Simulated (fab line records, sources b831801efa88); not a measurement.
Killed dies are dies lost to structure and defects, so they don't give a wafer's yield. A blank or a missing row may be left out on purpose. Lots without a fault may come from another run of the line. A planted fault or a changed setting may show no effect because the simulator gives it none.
fab line records | flow sfq_line
record lots=6 wafers=18 last_day=92
route steps=325 shown JJ@194 M5@198
lots that met no fault: from a run of the same line without faults
start_h: hours from the record's first day to the start of the lot's first wafer shown | wait_h: hours since the lot's step before | " the same as in the row above | L1.1+2: a row that stands for several wafers | - no value, or no start given | * or withheld: withheld | < > ~ a bound
route shown NAME@n: a module of which the file shows steps, and the number in the route of the first | usual: mean/standard deviation of fault-free wafers | same: alike in all rows | chamber/n: place in a boat | sites: the reading at each site | _std_site: their standard deviation | _edge_site: outer sites' mean less inner sites' | radius_mm: how far each site lies from the wafer's centre | mask NAME#n: copy n | behind: the tool/chamber that last shaped the wafer | hold: why the lot was held/for how many hours/how that ended | device: the transistor (n, p or np) that didn't switch | end of line: the same wafers' tests at the end of the route | a step without rows: its recipe alone | killed: dies lost to structure and defects at the first sort, not the wafer's yield | map: a wafer's dies, x killed, . not, _ none there
set.NAME: the setting as run; set.NAME@STEP: as run at that earlier step | model.NAME: the simulator's own value behind a step, which no gauge read
lots at some steps of the route; a table a step, a row a wafer
services: from which hour (start_h, from the record's first day; less than 0 if before it) a tool's chamber was out of use, for how many hours, and why
## steps
# step SFQ_TRILAYER_JJ_CE_ETCH_RIE_118
# recipe target=Nb stop_on=Al2O3 mask_material=PR taper_deg=13.257 over_etch_frac=0.15 time_s=97.7 chemistry=SF6 target_depth_nm=170 icp_w=600 bias_w=80 pressure_mtorr=10
# usual drypump_motor_current_A=6.0/0.43 oes_product_au=0.989/0.0082
# same time_s=97.7
# columns lot.wafer tool chamber start_h wait_h drypump_motor_current_A oes_product_au rf_hours_counter_h
L886.2 rie_metal-02 0 1199.17 0.1 6.3 0.983 48
L886.4 " 1 " " 5.9 0.987 -
L886.5 " 1 " " 5.9 0.981 -
L898.2 rie_metal-03 0 1497.22 0.1 6.6 0.980 70
L898.5 " 1 " " 5.7 0.992 -
L898.6 " 0 " " 6.6 0.986 -
L900.2 rie_metal-02 1 1499.62 0.1 5.9 0.984 43
L900.4 " 0 " " 6.3 0.981 -
L900.6 " 0 " " 6.2 1.008 -
L907.1 rie_metal-02 1 1623.01 0.1 5.9 0.980 62
L907.5 " 1 " " 5.9 0.995 -
L907.6 " 0 " " 6.2 0.991 -
L908.2 rie_metal-04 1 1626.61 0.1 5.1 1.000 88
L908.5 " 0 " " 6.4 0.992 -
L908.6 " 1 " " 5.2 0.997 -
L909.1 rie_metal-03 0 1640.48 0.1 6.6 0.981 97
L909.3 " 1 " " 5.7 0.988 -
L909.4 " 0 " " 6.6 0.984 -
# step SFQ_TRILAYER_JJ_ANODIZE_ANODIZE_119
# recipe current_density_ma_cm2=withheld end_current_density_ma_cm2=withheld bath_temp_c=withheld
# step SFQ_TRILAYER_JJ_CE_STRIP_STRIP_120
# recipe gas=O2 power_w=200 platen_temp_c=40 overash_fraction=0.65 chemistry=O2 pressure_mtorr=50
# usual drypump_motor_current_A=6.0/0.48 oes_product_au=1.003/0.012
# columns lot.wafer tool chamber start_h wait_h drypump_motor_current_A oes_product_au rf_hours_counter_h
L886.2 rie_metal-04 0 1199.78 0.0 6.5 0.991 31
L886.4 " 0 " " 6.4 0.989 -
L886.5 " 1 " " 5.2 1.017 -
L898.2 rie_metal-03 1 1497.83 0.0 5.7 1.017 65
L898.5 " 0 " " 6.6 0.988 -
L898.6 " 1 " " 5.8 1.011 -
L900.2 rie_metal-03 1 1500.23 0.0 5.7 1.006 65
L900.4 " 1 " " 5.7 1.003 -
L900.6 " 0 " " 6.6 1.000 -
L907.1 rie_metal-02 0 1623.62 0.0 6.3 1.018 114
L907.5 " 0 " " 6.2 1.017 -
L907.6 " 1 " " 5.9 1.005 -
L908.2 rie_metal-04 0 1627.22 0.0 6.4 0.987 94
L908.5 " 0 " " 6.4 0.991 -
L908.6 " 1 " " 5.2 1.006 -
L909.1 rie_metal-04 1 1641.08 0.0 5.2 0.994 89
L909.3 " 1 " " 5.1 1.007 -
L909.4 " 0 " " 6.4 0.997 -
# step SFQ_TRILAYER_JJ_CE_STRIP_SOLV_CLEAN_121
# recipe chemistry=NMP temp_c=70 time_s=600
# step SFQ_TRILAYER_M5_LITHO_COAT_128
# recipe resist=BARC spin_rpm=3000 resist_thk_nm=62
# step SFQ_TRILAYER_M5_LITHO_COAT_123
# recipe resist=KrF spin_rpm=3000 resist_thk_nm=600
# step SFQ_TRILAYER_M5_LITHO_SOFTBAKE_127
# recipe temp_c=withheld time_s=withheld resist=KrF
# step SFQ_TRILAYER_M5_LITHO_EXPOSE_124
# recipe mask_id=M5 na=0.6 source_shape=conventional sigma_outer=0.65 target_cd_nm=700 dose_mj=14.4
# step SFQ_TRILAYER_M5_LITHO_PEB_126
# recipe peb_temp_c=115 peb_time_s=60 resist=KrF
# step SFQ_TRILAYER_M5_LITHO_DEVELOP_125
# recipe time_s=60 resist=KrF
# step SFQ_M5_OVL_MEAS_932
# usual M5_OVL=0/5
# columns lot.wafer tool chamber start_h wait_h M5_OVL[nm]
L886.2 overlay-02 - 1207.52 0.1 3
L886.4 " - " " 0
L886.5 " - " " -1
L898.2 overlay-02 - 1600.73 0.1 -5
L898.5 " - " " -3
L898.6 " - " " 4
L900.2 overlay-02 - 1604.33 0.1 2
L900.4 " - " " 4
L900.6 " - " " 0
L907.1 overlay-02 - 1734.15 0.1 11
L907.5 " - " " 5
L907.6 " - " " 7
L908.2 overlay-01 - 1738.96 0.1 2
L908.5 " - " " 1
L908.6 " - " " 9
L909.1 overlay-02 - 1749.75 0.1 -6
L909.3 " - " " 0
L909.4 " - " " -4
# step SFQ_TRILAYER_M5_BARC_OPEN_METAL_ETCH_161
# recipe mask_material=PR chemistry=O2 target_depth_nm=125 target=BARC icp_w=600 bias_w=80 pressure_mtorr=10 time_s=41.7
# usual drypump_motor_current_A=6.0/0.49 oes_product_au=0.685/0.0043 run_length_s=69.78/0.28
# same time_s=41.7
# columns lot.wafer tool chamber start_h wait_h drypump_motor_current_A oes_product_au rf_hours_counter_h run_length_s
L886.2 rie_metal-01 1 1207.55 0.0 6.1 0.695 84 69.89
L886.4 " 0 " " 5.9 0.683 - 70.10
L886.5 " 1 " " 6.1 0.682 - 69.96
L898.2 rie_metal-04 0 1600.76 0.0 6.4 0.689 90 69.68
L898.5 " 0 " " 6.4 0.688 - 69.52
L898.6 " 1 " " 5.2 0.691 - 69.37
L900.2 rie_metal-04 1 1604.36 0.0 5.1 0.687 84 69.49
L900.4 " 1 " " 5.1 0.689 - 70.01
L900.6 " 0 " " 6.4 0.679 - 70.06
L907.1 rie_metal-01 1 1734.19 0.0 6.1 0.676 32 69.91
L907.5 " 1 " " 6.1 0.683 - 69.75
L907.6 " 0 " " 5.9 0.675 - 69.94
L908.2 rie_metal-04 0 1738.99 0.0 6.4 0.690 106 69.48
L908.5 " 1 " " 5.2 0.692 - 69.62
L908.6 " 0 " " 6.4 0.687 - 69.76
L909.1 rie_metal-01 0 1749.79 0.0 5.9 0.685 72 70.01
L909.3 " 0 " " 6.0 0.682 - 69.99
L909.4 " 1 " " 6.1 0.686 - 70.12
# step SFQ_TRILAYER_M5_ETCH_METAL_ETCH_126
# recipe target=Nb stop_on=SiO2 mask_material=PR over_etch_frac=0.15 time_s=203.2 chemistry=Cl2/BCl3 target_depth_nm=265 icp_w=600 bias_w=80 pressure_mtorr=10
# usual drypump_motor_current_A=6.0/0.49 oes_product_au=0.729/0.0058 run_length_s=231.25/0.25
# columns lot.wafer tool chamber start_h wait_h drypump_motor_current_A oes_product_au rf_hours_counter_h run_length_s model.KrF_of_TRILAYER_M5_LITHO_COAT_123.thk_nm model.SiO2_of_TRILAYER_I4_DEP_PECVD_099.thk_nm model.M5.feature_depth_nm
L886.2 rie_metal-01 1 1207.61 0.0 6.1 0.732 84 231.62 375.4 178.8 163
L886.4 " 0 " " 5.9 0.735 - 231.41 367 179.6 163.3
L886.5 " 1 " " 6.1 0.726 - 231.70 375.8 181.2 163.3
L898.2 rie_metal-04 0 1600.82 0.0 6.4 0.742 90 230.98 370.2 179.1 164.8
L898.5 " 0 " " 6.4 0.729 - 231.01 370.7 180 162.8
L898.6 " 1 " " 5.2 0.909 - 191.14 399 180.6 160.6
L900.2 rie_metal-04 1 1604.42 0.0 5.2 0.734 84 231.31 371 179.9 162.7
L900.4 " 1 " " 5.2 0.722 - 231.27 369.8 178.7 163
L900.6 " 0 " " 6.4 0.904 - 191.34 401.4 181 159.1
L907.1 rie_metal-01 1 1734.25 0.0 6.1 0.732 32 231.28 368.7 180.9 160.1
L907.5 " 1 " " 6.1 0.723 - 231.78 370 178.3 160.9
L907.6 " 0 " " 5.9 0.733 - 231.31 369.4 180 161.9
L908.2 rie_metal-04 0 1739.05 0.0 6.4 0.720 106 231.01 374.9 181 160.2
L908.5 " 1 " " 5.2 0.730 - 230.88 369.7 179.9 160.9
L908.6 " 0 " " 6.4 0.736 - 231.10 377.7 178.7 163.6
L909.1 rie_metal-01 0 1749.85 0.0 5.9 0.726 72 231.28 370.3 179.4 162.3
L909.3 " 0 " " 6.0 0.733 - 231.63 368.7 180 162.5
L909.4 " 1 " " 6.1 0.730 - 231.24 372.5 181.1 164.9
# step SFQ_TRILAYER_M5_STRIP_STRIP_127
# recipe gas=O2 power_w=200 platen_temp_c=40 overash_fraction=0.65 chemistry=O2 pressure_mtorr=50
# usual drypump_motor_current_A=6.0/0.49 oes_product_au=1.000/0.0086
# columns lot.wafer tool chamber start_h wait_h drypump_motor_current_A oes_product_au rf_hours_counter_h
L886.2 rie_metal-01 1 1207.81 0.1 6.1 0.989 84
L886.4 " 0 " " 6.0 1.003 -
L886.5 " 1 " " 6.1 0.982 -
L898.2 rie_metal-04 0 1601.02 0.1 6.4 0.995 90
L898.5 " 0 " " 6.4 1.000 -
L898.6 " 1 " " 5.2 1.013 -
L900.2 rie_metal-04 1 1604.62 0.1 5.2 1.007 85
L900.4 " 1 " " 5.2 1.003 -
L900.6 " 0 " " 6.4 0.994 -
L907.1 rie_metal-01 1 1734.44 0.1 6.1 0.985 32
L907.5 " 1 " " 6.1 0.984 -
L907.6 " 0 " " 6.0 1.006 -
L908.2 rie_metal-04 0 1739.24 0.1 6.4 0.987 106
L908.5 " 1 " " 5.2 0.999 -
L908.6 " 0 " " 6.4 0.988 -
L909.1 rie_metal-01 0 1750.04 0.1 5.9 0.993 72
L909.3 " 0 " " 6.0 1.006 -
L909.4 " 1 " " 6.1 1.001 -
## services
# columns tool chamber start_h hours kind
rie_metal-01 - 1178.15 0.6 repair
rie_metal-04 - 1222.35 2.8 pm
rie_metal-01 0 1233.40 - clean
rie_metal-01 0 1233.40 - consumable_replace:focus_ring
rie_metal-01 0 1233.40 22.4 scheduled_down
rie_metal-01 0 1233.40 22.4 vent_cycle
rie_metal-04 1 1236.04 1.1 repair
rie_metal-02 0 1260.25 4.1 repair
rie_metal-02 1 1262.65 1.3 repair
rie_metal-03 - 1336.54 19.0 repair
rie_metal-03 0 1364.10 6.9 repair
rie_metal-02 1 1395.96 56.0 repair
rie_metal-01 1 1406.15 2.0 repair
rie_metal-01 0 1413.45 4.8 repair
rie_metal-04 - 1414.73 2.6 repair
rie_metal-04 - 1427.80 0.6 repair
rie_metal-01 - 1517.30 0.2 repair
rie_metal-02 0 1534.17 10.0 repair
rie_metal-04 - 1548.16 1.5 repair
rie_metal-03 0 1555.83 1.6 repair
rie_metal-03 1 1555.89 18.7 repair
rie_metal-02 1 1559.61 5.3 repair
rie_metal-02 - 1561.31 1.4 pm
rie_metal-02 - 1678.56 2.8 pm
## key
first_sign step=SFQ_TRILAYER_M5_ETCH_METAL_ETCH_126 reading=run_length_s direction=down sigmas=99+ usual=* struck=*
effect step=SFQ_TRILAYER_M5_ETCH_METAL_ETCH_126 reading=oes_product_au direction=up sigmas=31 usual=0.729 struck=0.906
model_effect step=SFQ_TRILAYER_M5_ETCH_METAL_ETCH_126 value=KrF_of_TRILAYER_M5_LITHO_COAT_123.thk_nm without=370.4 struck=400.2
met_at SFQ_TRILAYER_M5_ETCH_METAL_ETCH_126
struck_wafers L898.6,L900.6
fault kind=process_parameter_drift tool=rie_metal-04 chamber=- onset_h=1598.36 steps=SFQ_TRILAYER_M5_ETCH_METAL_ETCH_126 channel=time_s offset=* shape=step end_h=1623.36 scope=struck_wafers_only acts_in=* stated=*
